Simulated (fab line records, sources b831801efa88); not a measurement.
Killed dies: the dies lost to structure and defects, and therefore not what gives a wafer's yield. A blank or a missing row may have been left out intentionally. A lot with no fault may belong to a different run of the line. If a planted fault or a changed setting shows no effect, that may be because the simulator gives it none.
A struck lot beside a sound one | flow sky130 | 21 steps out of a route of 708
Sound: the wafers L312.1, L312.2, L312.5. Struck: wafers L323.2, L323.3. (L323.5 of the same lot was not struck and is left out.) The cause comes at the end.
Per side, at each step with rows, come the tool, then ch with its chambers, and then its first start. Under that, the readings that differ: sound wafers | struck wafers | difference of the means | sigmas: that difference in standard deviations of wafers without a fault.
alike: a reading whose means differ by less than 2 such deviations, as well as words and numbers matching on both sides. not compared: withheld readings; readings where some wafer has no value; bounds like >300 that might hide an equal value; numbers whose values overlap and for which the record gives no deviation.
The two part at a step that has a row with sigmas, a row that says differs or no value, or rows on one side only. Numbers that have no deviation but don't overlap get no sigmas and don't part them. A reading missing from all wafers of one side parts the sides only when that side holds two or more wafers.

first, 2 steps without rows for these wafers: SKY_LDD_HVP_PEB_05; SKY_LDD_HVP_DEVELOP_06 (develop time 60 s).
SKY_LDD_HVP_OVL_MEAS_07:
  sound: overlay-02 at day 22 09:08; struck: overlay-02 at day 25 18:10
  alike: LDD_HVP_OVL
next, for these wafers, 1 step has no rows: SKY_LDD_HVP_IMPLANT_08.
SKY_LDD_HVP_STRIP_09: strips in O2/N2.
  sound on plasma asher-02 ch 0,1, day 22 09:19; struck on plasma asher-01 ch 0, day 25 18:20
  alike: drypump motor current A, oes product au, strip time to endpoint s
  not compared: rf hours counter h
SKY_LDD_HVP_TW_MEAS_10:
  sound: film metro-02 at day 22 09:25; struck: film metro-01 at day 25 18:27
  alike: LDD_HVP_TW
then, 6 steps without rows for these wafers: SKY_LDD_LDN_DEHYDRATE_00 (time 60 s); SKY_LDD_LDN_HMDS_01 (prime time 60 s); SKY_LDD_LDN_COAT_02 (resist thk 1140 nm); SKY_LDD_LDN_SOFTBAKE_03 (time 60 s); SKY_LDD_LDN_EXPOSE_04 (exposes mask LDNTM, target cd 700 nm); SKY_LDD_LDN_PEB_05.
SKY_LDD_LDN_DEVELOP_06: develop time 60 s.
  sound on litho track-03 ch 0, day 23 14:57; struck on litho track-01 ch 0, day 26 23:34
SKY_LDD_LDN_OVL_MEAS_07:
  sound: overlay-02 at day 23 15:06; struck: overlay-02 at day 26 23:41
  reading          | sound         | struck | difference                    | sigmas
  LDD_LDN_OVL (nm) | -0.2 -0.3 1.1 | - -    | no value on the struck wafers |
then, 4 steps without rows for these wafers: SKY_LDD_LDN_IMPLANT_08; SKY_LDD_LDN_IMPLANT_09; SKY_LDD_LDN_IMPLANT_10; SKY_LDD_LDN_IMPLANT_11.
SKY_LDD_LDN_STRIP_12: strips in O2/N2.
  sound on plasma asher-03 ch 0,1, day 23 15:44; struck on plasma asher-01 ch 0,1, day 27 00:19
  reading                     | sound          | struck    | difference | sigmas
  drypump motor current A (A) | 6.09 5.31 5.32 | 6.22 5.93 | +0.50      | +2
  alike: oes product au, strip time to endpoint s
  not compared: rf hours counter h
SKY_LDD_LDN_TW_MEAS_13:
  sound: film metro-02 at day 23 15:50; struck: film metro-01 at day 27 00:26
  reading    | sound          | struck | difference | sigmas
  LDD_LDN_TW | 1469 1464 1463 | 30 30  | -1435      | -99 or more
then, 1 step without rows for these wafers: SKY_LDD_LDN_CLEAN_14 (cleans in SC1/SC2, time 150 s).

## WHERE THEY PART
At SKY_LDD_LDN_OVL_MEAS_07 first; at SKY_LDD_LDN_TW_MEAS_13 last (within this record only).

WHY: whatever the simulator had introduced
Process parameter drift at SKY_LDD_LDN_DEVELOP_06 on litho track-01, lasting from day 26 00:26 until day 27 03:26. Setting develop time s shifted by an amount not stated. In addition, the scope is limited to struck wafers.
